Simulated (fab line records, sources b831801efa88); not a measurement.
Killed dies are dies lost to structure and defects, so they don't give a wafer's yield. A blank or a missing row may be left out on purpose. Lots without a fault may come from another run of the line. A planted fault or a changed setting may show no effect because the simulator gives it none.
A struck lot beside a sound one | flow sky130 | 29 steps out of a route of 708
Sound: wafers L874.2, L874.3, L874.5. Struck: wafers L872.1, L872.2, L872.5. The cause comes at the end.
At each step with rows: each side's tool, then ch and its chambers, then its first start. Under that, the readings that differ: sound wafers | struck wafers | difference of the means | sigmas: that difference in standard deviations of wafers without a fault.
alike: readings whose means differ by less than 2 such deviations, and words and numbers that are the same on both sides. not compared: withheld readings, readings that some wafer has no value for, bounds like >300 that may hide the same value, and numbers for which the record gives no deviation and whose values overlap.
The two part at a step that has a row with sigmas, a row that says differs or no value, or rows on one side only. Numbers that don't overlap but have no deviation are shown without sigmas and don't part them. A reading that every wafer of one side lacks parts them only if that side has two wafers or more.

SKY_SD_N_OVL_MEAS_08:
  sound on overlay-02, day 34 22:02; struck on overlay-02, day 34 02:52
  alike: SD_N_OVL
then, 2 steps without rows for these wafers: SKY_SD_N_IMPLANT_09; SKY_SD_N_IMPLANT_10.
SKY_SD_N_STRIP_11: strips in O2/N2.
  sound on plasma_asher-03 ch 0, day 34 22:22; struck on plasma_asher-01 ch 0,1, day 34 03:11
  alike: drypump_motor_current_A, oes_product_au, strip_time_to_endpoint_s
  not compared: rf_hours_counter_h
SKY_SD_N_TW_MEAS_12:
  sound on film_metro-01, day 34 22:29; struck on film_metro-03, day 34 03:17
  alike: SD_N_TW
then, 1 step without rows for these wafers: SKY_SD_N_CLEAN_13 (cleans in SC1/SC2, time 150 s).
SKY_SD_N_RTA_14: time 2 s.
  sound on rtp_anneal-01 ch 0, day 34 22:35; struck on rtp_anneal-01 ch 0, day 34 03:25
  alike: lamp_power_pct, wafer_temp_C_max
SKY_SD_N_RS_MEAS_16: measures by four-point-probe.
  sound on film_metro-04, day 34 22:46; struck on film_metro-04, day 34 03:35
  alike: SD_N_RS
SKY_SD_N_RS_MEAS_17: measures by four-point-probe.
  sound on film_metro-04, day 34 22:53; struck on film_metro-04, day 34 03:42
  alike: SD_P_RS
SKY_SD_N_RS_MEAS_18: measures by four-point-probe.
  sound on film_metro-04, day 34 23:01; struck on film_metro-04, day 34 03:49
  alike: RES_XHIGH_RS
then, 1 step without rows for these wafers: SKY_SALICIDE_CLEAN_00 (cleans in HF-last, time 30 s).
SKY_LI_CONTACT_HDPCVD_00: deposits PSG, target thk 930 nm, time 155 s.
  sound on hdpcvd-01 ch 0,1,2, day 34 23:08; struck on hdpcvd-02 ch 0,2, day 34 03:58
SKY_LI_CONTACT_THK_MEAS_01:
  sound on film_metro-04, day 34 23:14; struck on film_metro-01, day 34 04:04
  reading                    | sound       | struck      | difference | sigmas
  LI_CONTACT_HDPCVD_THK (nm) | 936 935 898 | 785 807 791 | -129       | -10
SKY_LI_CONTACT_CMP_02: polishes PSG.
  sound on cmp-02 ch 0,2,3, day 34 23:20; struck on cmp-01 ch 1,2,3, day 34 04:10
  alike: motor_current_A, time_to_endpoint_s
SKY_LI_CONTACT_BOW_MEAS_03:
  sound on film_metro-01, day 34 23:37; struck on film_metro-04, day 34 04:25
  alike: LI_CONTACT_BOW
then, 8 steps without rows for these wafers: SKY_LI_CONTACT_DEHYDRATE_04 (time 60 s); SKY_LI_CONTACT_HMDS_05 (prime time 60 s); SKY_LI_CONTACT_COAT_06 (resist thk 60 nm); SKY_LI_CONTACT_COAT_07 (resist thk 450 nm); SKY_LI_CONTACT_SOFTBAKE_08 (time 90 s); SKY_LI_CONTACT_EXPOSE_09 (exposes mask LICM1, target cd 170 nm); SKY_LI_CONTACT_PEB_10; SKY_LI_CONTACT_DEVELOP_11 (develop time 60 s).
SKY_LI_CONTACT_CD_MEAS_12: target cd 170 nm.
  sound on cd_sem-02, day 36 01:53; struck on cd_sem-02, day 35 06:17
  alike: cd_nm
SKY_LI_CONTACT_OVL_MEAS_13:
  sound on overlay-02, day 36 01:59; struck on overlay-02, day 35 06:25
  alike: LI_CONTACT_OVL
SKY_LI_CONTACT_ETCH_14: etches BARC in N2/H2, stops on SiO2, time 45.9 s, target depth 60 nm.
  sound on rie_diel-03 ch 1,3, day 36 02:01; struck on rie_diel-03 ch 0,1, day 35 06:26
  alike: drypump_motor_current_A, oes_product_au, throttle_valve_pct
  not compared: rf_hours_counter_h
SKY_LI_CONTACT_ETCH_15: etches PSG in C4F8/O2/Ar, stops on Si, target depth 600 nm.
  sound on rie_diel-03 ch 1,3, day 36 02:04; struck on rie_diel-03 ch 0,1, day 35 06:29
  reading               | sound             | struck            | difference | sigmas
  oes_product_au (a.u.) | 0.841 0.841 0.842 | 0.742 0.749 0.736 | -0.099     | -22
SKY_LI_CONTACT_STRIP_16: strips in O2/N2.
  sound on plasma_asher-04 ch 0,1, day 36 02:08; struck on plasma_asher-01 ch 0,1, day 35 06:34
  alike: drypump_motor_current_A, oes_product_au, strip_time_to_endpoint_s
  not compared: rf_hours_counter_h
SKY_PAD_OPEN_PROBE_99:
  the record has rows for the sound wafers here (prober-01, day 50 23:36) and none for the struck ones

WHERE THEY PART
First at SKY_LI_CONTACT_THK_MEAS_01; last, within this record, at SKY_PAD_OPEN_PROBE_99.

WHY: what the simulator had put in
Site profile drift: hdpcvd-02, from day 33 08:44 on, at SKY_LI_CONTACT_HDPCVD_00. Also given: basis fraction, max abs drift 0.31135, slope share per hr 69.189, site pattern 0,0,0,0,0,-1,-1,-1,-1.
